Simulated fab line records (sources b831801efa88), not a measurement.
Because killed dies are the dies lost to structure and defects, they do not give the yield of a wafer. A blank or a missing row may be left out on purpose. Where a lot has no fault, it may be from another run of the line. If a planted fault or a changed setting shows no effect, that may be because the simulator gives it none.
Which tool is to blame? / flow gf180mcu / Sampling: 12 lots, 36 wafers, 4 of 602 route steps

== WHAT THE GAUGES READ, wafer by wafer ==
GF_M5_CD_MEAS_07 targets a cd of 280 nm.
lot=L075; measured=day 27 01:07; on=cd-sem-01; cd-nm (nm)=279.8 279.7 279.4
lot=L076; measured=day 27 05:43; on=cd-sem-01; cd-nm (nm)=280.1 279.2 280.1
lot=L079; measured=day 27 22:14; on=cd-sem-01; cd-nm (nm)=277.7 279.1 278.1
lot=L081; measured=day 28 13:57; on=cd-sem-01; cd-nm (nm)=282.0 281.4 282.3
lot=L083; measured=day 29 10:10; on=cd-sem-01; cd-nm (nm)=281.1 280.4 280.0
lot=L085; measured=day 29 23:38; on=cd-sem-02; cd-nm (nm)=279.3 280.6 280.4
lot=L087; measured=day 30 15:05; on=cd-sem-02; cd-nm (nm)=283.1 283.1 281.7
lot=L088; measured=day 31 03:43; on=cd-sem-02; cd-nm (nm)=281.0 280.3 281.8
lot=L090; measured=day 31 14:48; on=cd-sem-02; cd-nm (nm)=280.8 280.4 281.1
lot=L093; measured=day 32 05:40; on=cd-sem-02; cd-nm (nm)=280.9 279.4 279.4
lot=L094; measured=day 32 10:29; on=cd-sem-01; cd-nm (nm)=279.5 279.5 280.2
lot=L097; measured=day 33 01:01; on=cd-sem-01; cd-nm (nm)=277.6 279.6 279.7

== EACH LOT AND THE TOOL THAT RAN IT (in order: tool; ch and the chambers of the sampled wafers; start) ==
lot=L075; GF_MIM_SPUTTER_01=pvd-sputter-03, day 25 06:17; GF_MIM_SPUTTER_09=pvd-sputter-02, day 25 06:34; GF_MIM_METAL_ETCH_19=rie-metal-03 ch 0,1, day 26 03:56
lot=L076; GF_MIM_SPUTTER_01=pvd-sputter-02, day 25 11:19; GF_MIM_SPUTTER_09=pvd-sputter-04, day 25 11:35; GF_MIM_METAL_ETCH_19=rie-metal-04 ch 0,1, day 26 08:47
lot=L079; GF_MIM_SPUTTER_01=pvd-sputter-04, day 26 04:49; GF_MIM_SPUTTER_09=pvd-sputter-02, day 26 05:05; GF_MIM_METAL_ETCH_19=rie-metal-03 ch 0,1, day 27 01:35
lot=L081; GF_MIM_SPUTTER_01=pvd-sputter-03, day 26 20:24; GF_MIM_SPUTTER_09=pvd-sputter-04, day 26 20:41; GF_MIM_METAL_ETCH_19=rie-metal-03 ch 0,1, day 27 17:20
lot=L083; GF_MIM_SPUTTER_01=pvd-sputter-02, day 27 17:57; GF_MIM_SPUTTER_09=pvd-sputter-03, day 27 18:14; GF_MIM_METAL_ETCH_19=rie-metal-03 ch 0,1, day 28 14:16
lot=L085; GF_MIM_SPUTTER_01=pvd-sputter-04, day 28 08:13; GF_MIM_SPUTTER_09=pvd-sputter-03, day 28 08:29; GF_MIM_METAL_ETCH_19=rie-metal-03 ch 0,1, day 29 03:53
lot=L087; GF_MIM_SPUTTER_01=pvd-sputter-02, day 29 01:10; GF_MIM_SPUTTER_09=pvd-sputter-03, day 29 01:26; GF_MIM_METAL_ETCH_19=rie-metal-01 ch 0,1, day 29 20:43
lot=L088; GF_MIM_SPUTTER_01=pvd-sputter-03, day 29 15:03; GF_MIM_SPUTTER_09=pvd-sputter-04, day 29 15:20; GF_MIM_METAL_ETCH_19=rie-metal-03 ch 1, day 30 09:49
lot=L090; GF_MIM_SPUTTER_01=pvd-sputter-02, day 30 04:11; GF_MIM_SPUTTER_09=pvd-sputter-04, day 30 04:28; GF_MIM_METAL_ETCH_19=rie-metal-01 ch 0,1, day 30 21:29
lot=L093; GF_MIM_SPUTTER_01=pvd-sputter-04, day 30 18:58; GF_MIM_SPUTTER_09=pvd-sputter-03, day 30 19:14; GF_MIM_METAL_ETCH_19=rie-metal-03 ch 0,1, day 31 12:42
lot=L094; GF_MIM_SPUTTER_01=pvd-sputter-02, day 30 23:40; GF_MIM_SPUTTER_09=pvd-sputter-04, day 30 23:56; GF_MIM_METAL_ETCH_19=rie-metal-03 ch 0,1, day 31 17:18
lot=L097; GF_MIM_SPUTTER_01=pvd-sputter-04, day 31 15:18; GF_MIM_SPUTTER_09=pvd-sputter-02, day 31 15:35; GF_MIM_METAL_ETCH_19=rie-metal-03 ch 0,1, day 32 07:50
- GF_MIM_SPUTTER_01: material TiN, target thk 30 nm, time 25 s.
- GF_MIM_SPUTTER_09: material TiN, target thk 35 nm, time 29.2 s.
- GF_MIM_METAL_ETCH_19: etches the open film in Cl2/BCl3, stops on Si3N4, target depth 324.5 nm, time 54.1 s.

== THE ANSWER, worked out from the rows above alone ==
Rule: usual is defined by the lots themselves. The widest of any qualifying gaps counts: lots, ordered by their means at a reading, are off when they make up no more than a third of the lots, leave a main group of 4 or more, and stand apart from it by 3 or more times the standard deviation of that group's means. The tables above print the reading to a certain number of digits; a main group whose means all agree to those digits is not used. A lot without any number at a reading at which 4 lots or more have one is off too. All remaining lots with rows at the step are treated as sound.
Across all readings shown, no lot is off: no conclusion can be drawn from this.

== WHAT HAD BEEN PUT IN BY THE SIMULATOR ==
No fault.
